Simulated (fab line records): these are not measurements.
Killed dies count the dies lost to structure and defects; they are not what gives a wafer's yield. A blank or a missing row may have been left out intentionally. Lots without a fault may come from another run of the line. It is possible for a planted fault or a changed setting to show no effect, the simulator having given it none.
Chamber matching || flow gf180mcu || GF_V1_CVD_02 on pecvd-04: 3 sister chambers
The step deposits SiO2 from TEOS, target thk 850 nm, time 94.851 s. 6 wafers are shown with their chamber, then 7 later ones without.

== WAFERS WITH THEIR CHAMBER ==
{"wafer": "L080.6", "chamber": 2, "heater power w (W)": 631}
{"wafer": "L082.1", "chamber": 2, "heater power w (W)": 770}
{"wafer": "L087.4", "chamber": 0, "heater power w (W)": 685}
{"wafer": "L087.5", "chamber": 1, "heater power w (W)": 578}
{"wafer": "L091.1", "chamber": 0, "heater power w (W)": 621}
{"wafer": "L091.2", "chamber": 1, "heater power w (W)": 709}

== WAFERS WITH NO CHAMBER GIVEN ==
{"wafer": "L091.3", "heater power w (W)": 688}
{"wafer": "L091.4", "heater power w (W)": 586}
{"wafer": "L091.5", "heater power w (W)": 765}
{"wafer": "L091.6", "heater power w (W)": 665}
{"wafer": "L096.1", "heater power w (W)": 676}
{"wafer": "L096.2", "heater power w (W)": 824}
{"wafer": "L096.3", "heater power w (W)": 607}

== THE CHAMBER EACH PASSED THROUGH ==
{"wafer": "L091.3", "from the rows above": "can't be placed: 2 or 0 or 1", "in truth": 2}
{"wafer": "L091.4", "from the rows above": "can't be placed: 1 or 0 or 2", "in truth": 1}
{"wafer": "L091.5", "from the rows above": "can't be placed: 2 or 0 or 1", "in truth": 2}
{"wafer": "L091.6", "from the rows above": "can't be placed: 0 or 1 or 2", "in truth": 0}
{"wafer": "L096.1", "from the rows above": "can't be placed: 0 or 2 or 1", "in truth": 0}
{"wafer": "L096.2", "from the rows above": "can't be placed: 2 or 0 or 1", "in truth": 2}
{"wafer": "L096.3", "from the rows above": "can't be placed: 1 or 0 or 2", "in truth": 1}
0 of 7 placed correctly. From these rows, 7 cannot be placed; in 7 the true chamber is one of the candidates. Wrongly placed: 0.
How it was worked out, from the rows above alone: a wafer's distance from a chamber is the root of the sum, over the readings, of the square of ((its reading less the chamber's mean) divided by the reading's scatter). If the next closest chamber is less than 2 further off than the closest, the wafer can't be placed; otherwise it belongs to the closest. Each chamber's mean is taken over the wafers shown for it. The scatter: take each reading less its chamber's mean, square it, sum over the shown wafers, divide by the number of wafers less the number of chambers, and take the root.
